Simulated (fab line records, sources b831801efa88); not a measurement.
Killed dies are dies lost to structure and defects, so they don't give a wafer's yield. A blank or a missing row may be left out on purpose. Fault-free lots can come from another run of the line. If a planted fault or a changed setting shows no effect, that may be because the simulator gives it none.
fab line records    flow gf180mcu
record: lots: 24  wafers: 72  last_day: 34
route steps=602 shown STI@1 V1@339 M2@363 V5@561
lots that met no fault: from a run of the same line without faults
start_h: start of the lot's first displayed wafer, in hours after the record's first day    wait_h: how many hours have passed since the lot's step before this one    " unchanged from the row above    L1.1+2: one row covering several wafers at once    - no value, or no start was given    * or withheld: withheld    < > ~ a bound
route shown NAME@n: names a module that has steps shown in the file, with the first one's number in the route    usual: mean/standard deviation of fault-free wafers    same: alike in all rows    chamber/n: place in a boat    sites: the reading at each site    _std_site: standard deviation across them    _edge_site: inner sites' mean taken away from outer sites' mean    radius_mm: for every site, how far away it sits from the centre of the wafer    mask NAME#n: copy n    behind: tool/chamber where the wafer was last shaped    hold: why the lot was held/for how many hours/how that ended    device: the n, p or np transistor that did not switch    end of line: the route-end tests of the same wafers    a step with no rows: only its recipe    killed: at the first sort, the dies lost to defects and structure; wafer yield is something else    map: a wafer's dies, x killed, . not, _ none there
set.NAME: the setting that was run; set.NAME@STEP: the one run at that earlier step    model.NAME: the simulator's own value behind a step, which no gauge read
route steps across a sampled set of lots; one table per step, one row per wafer
services: from which hour (start_h, from the record's first day; less than 0 if before it) a tool's chamber was out of use, for how many hours, and why
== steps ==
step: GF_STI_BOW_MEAS_00
recipe: mode: bow
usual: INCOMING_BOW: 0/6.2
lot.wafer  tool           chamber  start_h  wait_h  INCOMING_BOW[um]
L074.1     film_metro-01  -        10.00    -       6
L074.4     "              -        "        "       8
L074.6     "              -        "        "       6
L075.1     film_metro-02  -        15.00    -       2
L075.3     "              -        "        "       -7
L075.5     "              -        "        "       0
L076.1     film_metro-02  -        20.00    -       6
L076.4     "              -        "        "       1
L076.6     "              -        "        "       -6
L077.1     film_metro-04  -        25.00    -       6
L077.3     "              -        "        "       10
L077.4     "              -        "        "       -1
L078.3     film_metro-01  -        30.04    -       10
L078.4     "              -        "        "       -1
L078.5     "              -        "        "       4
L079.3     film_metro-04  -        35.04    -       -2
L079.5     "              -        "        "       -4
L079.6     "              -        "        "       5
L080.3     film_metro-04  -        40.07    -       -10
L080.5     "              -        "        "       -5
L080.6     "              -        "        "       5
L081.1     film_metro-04  -        45.00    -       2
L081.3     "              -        "        "       -1
L081.6     "              -        "        "       0
L082.3     film_metro-04  -        50.04    -       5
L082.4     "              -        "        "       7
L082.5     "              -        "        "       1
L083.1     film_metro-01  -        55.00    -       -3
L083.4     "              -        "        "       -6
L083.6     "              -        "        "       -4
L084.1     film_metro-02  -        60.00    -       0
L084.2     "              -        "        "       -7
L084.6     "              -        "        "       -3
L085.1     film_metro-04  -        65.00    -       4
L085.3     "              -        "        "       4
L085.6     "              -        "        "       0
L086.1     film_metro-01  -        70.00    -       -1
L086.4     "              -        "        "       -6
L086.6     "              -        "        "       -7
L087.1     film_metro-01  -        75.00    -       2
L087.5     "              -        "        "       2
L087.6     "              -        "        "       -9
L088.2     film_metro-02  -        80.02    -       -4
L088.4     "              -        "        "       9
L088.5     "              -        "        "       -4
L089.3     film_metro-01  -        85.04    -       -1
L089.4     "              -        "        "       -3
L089.6     "              -        "        "       -10
L090.3     film_metro-01  -        90.04    -       -3
L090.5     "              -        "        "       -2
L090.6     "              -        "        "       3
L091.2     film_metro-04  -        95.02    -       9
L091.4     "              -        "        "       -8
L091.5     "              -        "        "       -2
L092.1     film_metro-02  -        100.00   -       0
L092.2     "              -        "        "       4
L092.3     "              -        "        "       -1
L093.1     film_metro-02  -        105.00   -       4
L093.2     "              -        "        "       -17
L093.6     "              -        "        "       6
L094.1     film_metro-02  -        110.00   -       7
L094.2     "              -        "        "       3
L094.3     "              -        "        "       -6
L095.1     film_metro-02  -        115.00   -       8
L095.4     "              -        "        "       2
L095.6     "              -        "        "       10
L096.1     film_metro-01  -        120.00   -       -5
L096.2     "              -        "        "       6
L096.3     "              -        "        "       -15
L097.1     film_metro-04  -        125.00   -       5
L097.3     "              -        "        "       -5
L097.4     "              -        "        "       -2
step: GF_V1_CMP_04
recipe: material: SiO2  down_force_psi: 4  platen_rpm: 60  pad_velocity_m_s: 0.94248
usual: motor_current_A: 12.0/1.2  time_to_endpoint_s: 81/5.3
lot.wafer  tool    chamber  start_h  wait_h  motor_current_A  time_to_endpoint_s
L074.4     cmp-02  0        386.81   0.1     12.7             86
L074.1     "       1        "        "       11.9             79
L074.6     "       2        "        "       10.0             79
L075.3     cmp-01  2        402.99   0.0     12.8             74
L075.1     "       0        "        "       11.2             78
L075.5     "       2        "        "       12.5             84
L076.1     cmp-02  1        406.49   0.1     11.6             75
L076.4     "       2        "        "       10.3             79
L076.6     "       0        "        "       13.4             79
L077.1     cmp-02  2        413.08   0.1     10.3             75
L077.3     "       3        "        "       13.3             80
L077.4     "       0        "        "       13.3             86
L078.4     cmp-01  1        427.93   0.1     12.0             80
L078.3     "       3        "        "       11.2             79
L078.5     "       0        "        "       11.0             76
L079.3     cmp-02  2        432.95   0.1     10.7             82
L079.5     "       1        "        "       11.5             86
L079.6     "       2        "        "       11.0             90
L080.3     cmp-01  0        450.44   0.2     11.0             80
L080.6     "       1        "        "       11.6             86
L080.5     "       2        "        "       13.1             86
L081.1     cmp-01  3        456.10   0.1     10.6             77
L081.3     "       1        "        "       10.9             73
L081.6     "       0        "        "       10.6             83
L082.3     cmp-01  2        461.05   0.0     12.4             73
L082.4     "       1        "        "       11.8             81
L082.5     "       3        "        "       10.5             79
L083.4     cmp-01  3        464.61   0.0     10.4             89
L083.1     "       1        "        "       11.4             82
L083.6     "       3        "        "       10.1             86
L084.2     cmp-01  1        483.26   0.0     11.5             88
L084.1     "       2        "        "       12.6             82
L084.6     "       1        "        "       11.6             89
L085.1     cmp-01  1        486.20   0.1     11.6             80
L085.3     "       3        "        "       10.8             74
L085.6     "       1        "        "       11.9             79
L086.1     cmp-01  3        490.44   0.1     10.5             81
L086.4     "       0        "        "       11.5             83
L086.6     "       2        "        "       13.1             80
L087.1     cmp-02  1        506.11   0.1     12.9             81
L087.5     "       3        "        "       13.7             83
L087.6     "       0        "        "       13.4             82
L088.2     cmp-01  0        514.34   0.0     11.3             83
L088.4     "       2        "        "       12.4             83
L088.5     "       0        "        "       11.7             83
L089.3     cmp-02  1        534.29   0.1     12.5             81
L089.4     "       3        "        "       13.5             85
L089.6     "       0        "        "       14.1             83
L090.3     cmp-01  0        535.83   0.2     11.2             76
L090.6     "       1        "        "       11.8             78
L090.5     "       2        "        "       12.4             78
L091.4     cmp-02  2        537.79   0.1     10.0             87
L091.2     "       0        "        "       13.4             80
L091.5     "       1        "        "       11.6             85
L092.1     cmp-02  2        554.02   0.1     10.5             73
L092.2     "       3        "        "       14.4             75
L092.3     "       0        "        "       12.7             75
L094.3     cmp-02  0        561.54   0.0     12.9             88
L094.1     "       1        "        "       12.5             87
L094.2     "       3        "        "       13.8             85
L093.2     cmp-02  2        561.97   0.1     10.9             80
L093.1     "       3        "        "       14.7             76
L093.6     "       2        "        "       10.6             82
L095.1     cmp-02  3        566.62   0.1     13.6             79
L095.4     "       2        "        "       10.8             79
L095.6     "       0        "        "       13.3             85
L096.2     cmp-01  3        579.98   0.0     10.5             83
L096.3     "       1        "        "       12.2             88
L096.1     "       2        "        "       13.2             86
L097.3     cmp-02  2        583.67   0.1     10.6             74
L097.4     "       3        "        "       13.7             85
L097.1     "       0        "        "       13.6             85
step: GF_M2_SPUTTER_01
recipe: material: TiN  target_thk_nm: 30  power_w: 6500  time_s: 25.93  chamber_pressure_pa: 0.4
usual: throttle_valve_pct: 30.2/0.77
lot.wafer  tool            chamber  start_h  wait_h  throttle_valve_pct
L074.1     pvd_sputter-01  -        411.78   0.1     29.2
L074.4     "               -        "        "       32.2
L074.6     "               -        "        "       32.3
L075.1     pvd_sputter-04  -        428.46   0.1     30.3
L075.3     "               -        "        "       30.6
L075.5     "               -        "        "       30.3
L076.1     pvd_sputter-02  -        432.48   0.1     31.5
L076.4     "               -        "        "       30.4
L076.6     "               -        "        "       31.3
L077.1     pvd_sputter-04  -        439.17   0.1     29.9
L077.3     "               -        "        "       30.3
L077.4     "               -        "        "       30.3
L078.3     pvd_sputter-04  -        453.63   0.1     30.3
L078.4     "               -        "        "       30.2
L078.5     "               -        "        "       30.6
L079.3     pvd_sputter-01  -        458.73   0.1     32.4
L079.5     "               -        "        "       30.3
L079.6     "               -        "        "       29.4
L080.3     pvd_sputter-01  -        476.45   0.1     32.3
L080.5     "               -        "        "       30.4
L080.6     "               -        "        "       29.8
L081.1     pvd_sputter-02  -        482.41   0.1     29.6
L081.3     "               -        "        "       31.6
L081.6     "               -        "        "       29.6
L082.3     pvd_sputter-04  -        487.50   0.1     30.1
L082.4     "               -        "        "       30.2
L082.5     "               -        "        "       30.3
L083.1     pvd_sputter-02  -        490.66   0.1     29.2
L083.4     "               -        "        "       29.9
L083.6     "               -        "        "       29.1
L084.1     pvd_sputter-04  -        508.87   0.1     30.6
L084.2     "               -        "        "       30.2
L084.6     "               -        "        "       30.1
L085.1     pvd_sputter-04  -        511.78   0.1     30.5
L085.3     "               -        "        "       29.8
L085.6     "               -        "        "       29.9
L086.1     pvd_sputter-01  -        515.67   0.1     30.2
L086.4     "               -        "        "       29.4
L086.6     "               -        "        "       30.1
L087.1     pvd_sputter-02  -        530.94   0.1     31.6
L087.5     "               -        "        "       30.3
L087.6     "               -        "        "       31.4
L088.2     pvd_sputter-04  -        538.90   0.1     30.1
L088.4     "               -        "        "       30.9
L088.5     "               -        "        "       30.3
L089.3     pvd_sputter-01  -        558.83   0.1     29.3
L089.4     "               -        "        "       32.3
L089.6     "               -        "        "       30.3
L090.3     pvd_sputter-02  -        560.00   0.1     30.1
L090.5     "               -        "        "       31.6
L090.6     "               -        "        "       29.2
L091.2     pvd_sputter-02  -        562.14   0.1     29.2
L091.4     "               -        "        "       29.7
L091.5     "               -        "        "       29.3
L092.1     pvd_sputter-02  -        577.48   0.1     29.2
L092.2     "               -        "        "       30.0
L092.3     "               -        "        "       31.2
L094.1     pvd_sputter-04  -        584.88   0.1     30.0
L094.2     "               -        "        "       30.3
L094.3     "               -        "        "       30.6
L093.1     pvd_sputter-02  -        585.16   0.1     31.6
L093.2     "               -        "        "       29.7
L093.6     "               -        "        "       29.3
L095.1     pvd_sputter-04  -        589.73   0.1     30.7
L095.4     "               -        "        "       29.9
L095.6     "               -        "        "       30.3
L096.1     pvd_sputter-02  -        603.09   0.1     31.6
L096.2     "               -        "        "       29.8
L096.3     "               -        "        "       29.6
L097.1     pvd_sputter-02  -        607.01   0.1     29.7
L097.3     "               -        "        "       29.0
L097.4     "               -        "        "       30.0
step: GF_M2_STRIP_17
recipe: chemistry: O2/N2  power_w: 1400  pressure_mtorr: 1500  platen_temp_c: 250  o2_flow_sccm: 3000  n2_flow_sccm: 300  overash_fraction: 0.5
usual: drypump_motor_current_A: 5.9/0.43  heater_power_w: 357/36  oes_product_au: 0.557/0.0053  strip_time_to_endpoint_s: 7.859/0.029
same: overash_fraction: 0.5
lot.wafer  tool             chamber  start_h  wait_h  drypump_motor_current_A  heater_power_w  oes_product_au  rf_hours_counter_h  strip_time_to_endpoint_s
L074.1     plasma_asher-02  1        435.19   0.1     5.8                      408             0.567           78                  7.879
L074.4     "                0        "        "       5.6                      396             0.556           -                   7.822
L074.6     "                1        "        "       5.8                      406             0.556           -                   7.887
L075.1     plasma_asher-02  1        453.02   0.2     5.8                      401             0.563           80                  7.887
L075.3     "                1        "        "       5.8                      418             0.561           -                   7.853
L075.5     "                0        "        "       5.6                      398             0.558           -                   7.841
L076.1     plasma_asher-04  1        456.91   0.1     6.6                      352             0.556           3                   7.841
L076.4     "                1        "        "       6.6                      365             0.565           -                   7.832
L076.6     "                0        "        "       6.3                      333             0.552           -                   7.837
L077.1     plasma_asher-02  1        463.55   0.2     5.8                      415             0.552           81                  7.818
L077.3     "                0        "        "       5.6                      390             0.554           -                   7.852
L077.4     "                1        "        "       5.8                      414             0.569           -                   7.832
L078.3     plasma_asher-03  1        477.92   0.1     5.5                      322             0.557           -                   7.842
L078.4     "                0        "        "       5.5                      317             0.568           -                   7.913
L078.5     "                1        "        "       5.5                      325             0.557           -                   7.864
L079.3     plasma_asher-03  0        483.37   0.1     5.5                      302             0.559           -                   7.907
L079.5     "                1        "        "       5.5                      314             0.563           -                   7.908
L079.6     "                0        "        "       5.5                      310             0.557           -                   7.895
L080.3     plasma_asher-04  1        500.37   0.1     6.6                      376             0.563           -                   7.941
L080.5     "                0        "        "       6.3                      342             0.549           -                   7.880
L080.6     "                1        "        "       6.6                      367             0.556           -                   7.895
L081.1     plasma_asher-02  0        506.14   0.1     5.6                      394             0.558           85                  7.842
L081.3     "                1        "        "       5.8                      402             0.561           -                   7.852
L081.6     "                1        "        "       5.8                      414             0.560           -                   7.873
L082.3     plasma_asher-02  0        511.35   0.1     5.6                      392             0.553           -                   7.862
L082.4     "                1        "        "       5.8                      402             0.547           -                   7.853
L082.5     "                0        "        "       5.6                      389             0.559           -                   7.854
L083.1     plasma_asher-03  0        514.45   0.2     5.5                      310             0.546           78                  7.872
L083.4     "                0        "        "       5.5                      322             0.559           -                   7.858
L083.6     "                1        "        "       5.5                      321             0.558           -                   7.873
L084.1     plasma_asher-04  0        531.99   0.1     6.3                      335             0.559           10                  7.899
L084.2     "                1        "        "       6.5                      372             0.560           10                  7.861
L084.6     "                0        "        "       6.3                      333             0.554           -                   7.846
L085.1     plasma_asher-03  1        535.39   0.1     5.5                      315             0.554           80                  7.834
L085.3     "                0        "        "       5.5                      312             0.562           -                   7.806
L085.6     "                1        "        "       5.5                      324             0.563           -                   7.898
L086.1     plasma_asher-02  0        538.90   0.1     5.6                      395             0.558           89                  7.876
L086.4     "                0        "        "       5.6                      388             0.554           -                   7.878
L086.6     "                1        "        "       5.8                      418             0.561           -                   7.880
L087.1     plasma_asher-03  0        553.64   0.1     5.5                      320             0.565           82                  7.840
L087.5     "                1        "        "       5.5                      321             0.559           -                   7.839
L087.6     "                0        "        "       5.5                      312             0.554           -                   7.831
L088.2     plasma_asher-04  0        561.44   0.1     6.3                      333             0.564           13                  7.900
L088.4     "                0        "        "       6.3                      324             0.572           -                   7.904
L088.5     "                0        "        "       6.3                      343             0.553           -                   7.871
L089.3     plasma_asher-04  1        580.86   0.1     6.6                      362             0.562           -                   7.856
L089.4     "                0        "        "       6.3                      336             0.562           -                   7.862
L089.6     "                1        "        "       6.6                      367             0.549           -                   7.855
L090.3     plasma_asher-04  1        582.12   0.1     6.6                      361             0.558           -                   7.884
L090.5     "                0        "        "       6.3                      326             0.554           -                   7.879
L090.6     "                1        "        "       6.6                      371             0.550           -                   7.881
L091.2     plasma_asher-04  0        584.34   0.1     6.3                      329             0.551           16                  7.911
L091.4     "                1        "        "       6.7                      362             0.555           -                   7.919
L091.5     "                1        "        "       6.7                      362             0.557           -                   7.908
L092.1     plasma_asher-02  0        599.15   0.1     5.6                      379             0.552           95                  7.841
L092.2     "                1        "        "       5.8                      409             0.552           95                  7.861
L092.3     "                1        "        "       5.8                      414             0.544           -                   7.820
L094.1     plasma_asher-04  0        606.20   0.1     6.3                      325             0.552           18                  7.803
L094.2     "                1        "        "       6.6                      364             0.560           18                  7.855
L094.3     "                1        "        "       6.6                      366             0.544           -                   7.783
L093.1     plasma_asher-04  0        606.59   0.1     6.3                      330             0.554           18                  7.840
L093.2     "                1        "        "       6.6                      357             0.561           18                  7.851
L093.6     "                0        "        "       6.3                      331             0.552           -                   7.826
L095.1     plasma_asher-02  0        610.78   0.1     5.6                      392             0.557           95                  7.887
L095.4     "                1        "        "       5.8                      410             0.553           -                   7.844
L095.6     "                1        "        "       5.8                      408             0.555           -                   7.789
L096.1     plasma_asher-03  0        624.04   0.1     5.5                      313             0.554           90                  7.836
L096.2     "                1        "        "       5.5                      318             0.552           90                  7.880
L096.3     "                0        "        "       5.5                      308             0.561           -                   7.828
L097.1     plasma_asher-03  1        627.94   0.1     5.5                      325             0.554           91                  7.888
L097.3     "                1        "        "       5.5                      324             0.563           -                   7.885
L097.4     "                0        "        "       5.5                      308             0.554           -                   7.881
step: GF_V5_SPUTTER_21
recipe: material: Ti  target_thk_nm: 15  chamber_pressure_pa: 5  power_w: 2500  substrate_temp_c: 200  time_s: 80.02
usual: throttle_valve_pct: 30.2/0.87
lot.wafer  tool            chamber  start_h  wait_h  throttle_valve_pct
L074.1     pvd_sputter-03  -        627.56   0.0     29.9
L074.4     "               -        "        "       29.4
L074.6     "               -        "        "       30.7
L075.1     pvd_sputter-02  -        642.53   0.0     29.2
L075.3     "               -        "        "       30.3
L075.5     "               -        "        "       31.7
L076.1     pvd_sputter-03  -        647.44   0.0     29.9
L076.4     "               -        "        "       29.4
L076.6     "               -        "        "       29.3
L077.1     pvd_sputter-02  -        652.51   0.0     29.0
L077.3     "               -        "        "       29.6
L077.4     "               -        "        "       31.2
L078.3     pvd_sputter-03  -        661.00   0.0     30.8
L078.4     "               -        "        "       29.1
L078.5     "               -        "        "       30.2
L079.3     pvd_sputter-03  -        667.69   0.0     29.3
L079.5     "               -        "        "       29.9
L079.6     "               -        "        "       30.2
L080.3     pvd_sputter-02  -        679.32   0.0     29.7
L080.5     "               -        "        "       30.0
L080.6     "               -        "        "       31.6
L081.1     pvd_sputter-03  -        686.97   0.0     30.5
L081.3     "               -        "        "       29.7
L081.6     "               -        "        "       29.3
L082.3     pvd_sputter-01  -        689.84   0.0     30.5
L082.4     "               -        "        "       29.3
L082.5     "               -        "        "       29.2
L083.1     pvd_sputter-01  -        693.97   0.0     32.3
L083.4     "               -        "        "       30.2
L083.6     "               -        "        "       30.5
L084.1     pvd_sputter-01  -        707.19   0.0     30.2
L084.2     "               -        "        "       32.1
L084.6     "               -        "        "       32.2
L085.1     pvd_sputter-02  -        710.51   0.0     29.1
L085.3     "               -        "        "       29.7
L085.6     "               -        "        "       30.2
L086.1     pvd_sputter-02  -        713.48   0.0     31.3
L086.4     "               -        "        "       30.2
L086.6     "               -        "        "       30.3
L087.1     pvd_sputter-01  -        723.42   0.0     32.2
L087.5     "               -        "        "       30.0
L087.6     "               -        "        "       30.1
L088.2     pvd_sputter-03  -        732.31   0.0     30.4
L088.4     "               -        "        "       30.8
L088.5     "               -        "        "       30.1
L089.3     pvd_sputter-03  -        747.40   0.0     30.0
L089.4     "               -        "        "       30.9
L089.6     "               -        "        "       30.1
L090.3     pvd_sputter-01  -        747.62   0.0     29.1
L090.5     "               -        "        "       30.5
L090.6     "               -        "        "       29.9
L091.2     pvd_sputter-03  -        749.51   0.0     29.4
L091.4     "               -        "        "       30.5
L091.5     "               -        "        "       30.0
L092.1     pvd_sputter-02  -        758.87   0.0     29.6
L092.2     "               -        "        "       30.3
L092.3     "               -        "        "       31.4
L094.1     pvd_sputter-01  -        767.46   0.0     30.0
L094.2     "               -        "        "       32.2
L094.3     "               -        "        "       29.4
L093.1     pvd_sputter-01  -        768.42   0.0     30.0
L093.2     "               -        "        "       30.4
L093.6     "               -        "        "       29.2
L095.1     pvd_sputter-01  -        770.16   0.0     32.4
L095.4     "               -        "        "       30.2
L095.6     "               -        "        "       29.3
L096.1     pvd_sputter-01  -        777.17   0.0     29.4
L096.2     "               -        "        "       30.3
L096.3     "               -        "        "       32.3
L097.1     pvd_sputter-03  -        781.73   0.0     30.6
L097.3     "               -        "        "       30.0
L097.4     "               -        "        "       29.4
step: GF_V5_CVD_23
recipe: material: W  target_thk_nm: 350  time_s: 104.9  temp_c: 400  pressure_torr: 40
usual: heater_power_w: 834/85
lot.wafer  tool      chamber  start_h  wait_h  heater_power_w
L074.1     cvd_w-02  1        627.66   0.0     707
L074.4     "         0        "        "       939
L074.6     "         1        "        "       721
L075.1     cvd_w-01  0        642.63   0.0     863
L075.3     "         0        "        "       911
L075.5     "         1        "        "       803
L076.1     cvd_w-02  1        647.54   0.0     713
L076.4     "         1        "        "       713
L076.6     "         0        "        "       936
L077.1     cvd_w-01  1        652.61   0.0     810
L077.3     "         0        "        "       877
L077.4     "         1        "        "       814
L078.3     cvd_w-02  1        661.14   0.1     723
L078.4     "         0        "        "       933
L078.5     "         1        "        "       709
L079.3     cvd_w-02  1        667.83   0.1     698
L079.5     "         0        "        "       926
L079.6     "         1        "        "       719
L080.3     cvd_w-02  1        679.46   0.1     718
L080.5     "         0        "        "       947
L080.6     "         1        "        "       715
L081.1     cvd_w-02  1        687.07   0.0     716
L081.3     "         0        "        "       927
L081.6     "         1        "        "       734
L082.3     cvd_w-01  0        689.98   0.1     882
L082.4     "         1        "        "       800
L082.5     "         0        "        "       905
L083.1     cvd_w-02  0        694.07   0.0     937
L083.4     "         0        "        "       918
L083.6     "         1        "        "       726
L084.1     cvd_w-02  0        707.29   0.0     912
L084.2     "         1        "        "       721
L084.6     "         1        "        "       723
L085.1     cvd_w-02  1        710.61   0.0     728
L085.3     "         1        "        "       739
L085.6     "         0        "        "       942
L086.1     cvd_w-02  0        713.58   0.0     926
L086.4     "         1        "        "       740
L086.6     "         0        "        "       909
L087.1     cvd_w-01  1        723.52   0.0     795
L087.5     "         1        "        "       787
L087.6     "         0        "        "       886
L088.2     cvd_w-02  0        732.41   0.0     915
L088.4     "         1        "        "       732
L088.5     "         0        "        "       918
L089.3     cvd_w-01  0        747.54   0.1     897
L089.4     "         1        "        "       801
L089.6     "         1        "        "       803
L090.3     cvd_w-01  1        747.76   0.1     819
L090.5     "         1        "        "       812
L090.6     "         0        "        "       877
L091.2     cvd_w-01  1        749.61   0.0     810
L091.4     "         0        "        "       884
L091.5     "         1        "        "       792
L092.1     cvd_w-02  0        758.97   0.0     924
L092.2     "         1        "        "       713
L092.3     "         1        "        "       730
L094.1     cvd_w-01  0        767.56   0.0     894
L094.2     "         1        "        "       803
L094.3     "         0        "        "       889
L093.1     cvd_w-01  0        768.52   0.0     921
L093.2     "         1        "        "       811
L093.6     "         0        "        "       908
L095.1     cvd_w-02  0        770.26   0.0     940
L095.4     "         0        "        "       920
L095.6     "         0        "        "       942
L096.1     cvd_w-01  1        777.27   0.0     801
L096.2     "         0        "        "       893
L096.3     "         1        "        "       784
L097.1     cvd_w-02  1        781.83   0.0     718
L097.3     "         1        "        "       714
L097.4     "         0        "        "       920
== services ==
tool            chamber  start_h  hours  kind
cmp-01          -        393.68   7.8    pm
cmp-02          -        407.30   4.0    pm
cmp-02          -        419.89   0.5    repair
cmp-02          -        422.19   3.5    repair
pvd_sputter-02  -        438.13   4.8    repair
cmp-02          -        447.43   0.5    repair
cmp-01          -        459.28   0.3    repair
cvd_w-02        1        473.35   24.5   repair
pvd_sputter-02  -        499.30   2.0    repair
cmp-01          -        502.14   0.9    repair
cvd_w-02        0        511.45   14.5   repair
cmp-01          -        520.97   0.2    repair
cvd_w-02        1        528.83   1.5    repair
pvd_sputter-01  -        536.18   1.1    repair
pvd_sputter-01  -        543.70   4.9    repair
cvd_w-02        1        544.24   15.1   repair
cvd_w-02        -        580.15   0.5    repair
pvd_sputter-01  -        581.14   27.6   repair
pvd_sputter-01  -        644.27   8.1    repair
pvd_sputter-02  -        689.42   6.8    repair
pvd_sputter-01  -        728.86   14.8   repair
cvd_w-02        -        734.43   6.0    pm
cvd_w-02        -        745.42   6.9    pm
pvd_sputter-02  -        761.23   0.5    repair
== key ==
fault none
